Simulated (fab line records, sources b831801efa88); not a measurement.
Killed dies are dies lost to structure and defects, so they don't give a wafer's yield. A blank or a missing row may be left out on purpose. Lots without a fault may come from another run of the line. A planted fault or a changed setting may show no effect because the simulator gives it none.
One fault seen from 2 desks | flow gf180mcu | each desk has only its own numbers; what lay behind them comes last

THE METROLOGY DESK
What the gauges read, lot by lot, whatever tool the lot ran on: means of the sampled wafers that have a number. A lot is out of limits, marked OUT, if its mean lies more than 4 standard deviations from the usual mean; the brackets give that distance.
Columns: A = cd_nm at GF_V1_CD_MEAS_14, usual 260.2 nm
lot  | first seen here | A
L690 | day 18 05:41    | 260.0
L691 | day 18 20:53    | 258.6
L694 | day 20 03:01    | 259.4
L696 | day 20 21:44    | 259.4
L698 | day 21 15:04    | 261.2
L699 | day 22 03:26    | 258.3
L701 | day 22 14:56    | 260.5
L706 | day 24 06:25    | 260.5
L708 | day 24 19:19    | 261.7
L709 | day 25 05:03    | 260.2
L711 | day 25 22:04    | 260.0
L712 | day 26 01:39    | 261.1
This desk's finding: nothing out of limits on any of the 12 lots.

THE TOOL OWNER'S DESK: litho_track-02
The tool's own readings at GF_NWELL_COAT_02 (resist thk 3000 nm): means of the sampled wafers that have a number, for each lot that ran on this tool. A lot is out of limits, marked OUT, if its mean lies more than 4 standard deviations from the usual mean; the brackets give that distance.
Columns: A = spin_speed_rpm at GF_NWELL_COAT_02, usual 2000.1 rpm
lot  | first seen here | A
L691 | day 3 10:59     | 2000.3
L696 | day 4 15:23     | 1999.2
L698 | day 5 02:43     | 2118.0 (+91) OUT
L699 | day 5 08:17     | 2114.9 (+88) OUT
L701 | day 5 17:20     | 2115.6 (+89) OUT
This desk's finding: out of limits on L698, L699, L701; first on L698, day 5 02:43 (spin_speed_rpm at GF_NWELL_COAT_02). In limits: L691, L696.

PUT TOGETHER
The tool owner's desk could have raised an alarm at day 5 02:43, on L698, L699, L701.
The metrology desk saw nothing out of limits.
The metrology desk has L698, L699, L701 on record, within its limits.
Of the lots named, all ran GF_NWELL_COAT_02 on litho_track-02.

WHAT THE SIMULATOR HAD PUT IN
Process parameter drift: litho_track-02, from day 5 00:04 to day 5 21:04, at GF_NWELL_COAT_02. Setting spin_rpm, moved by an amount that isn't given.
Lots struck among those shown: L698, L699, L701.
Hours from the fault's start to each desk's first reading out of limits: the tool owner's desk, 3.
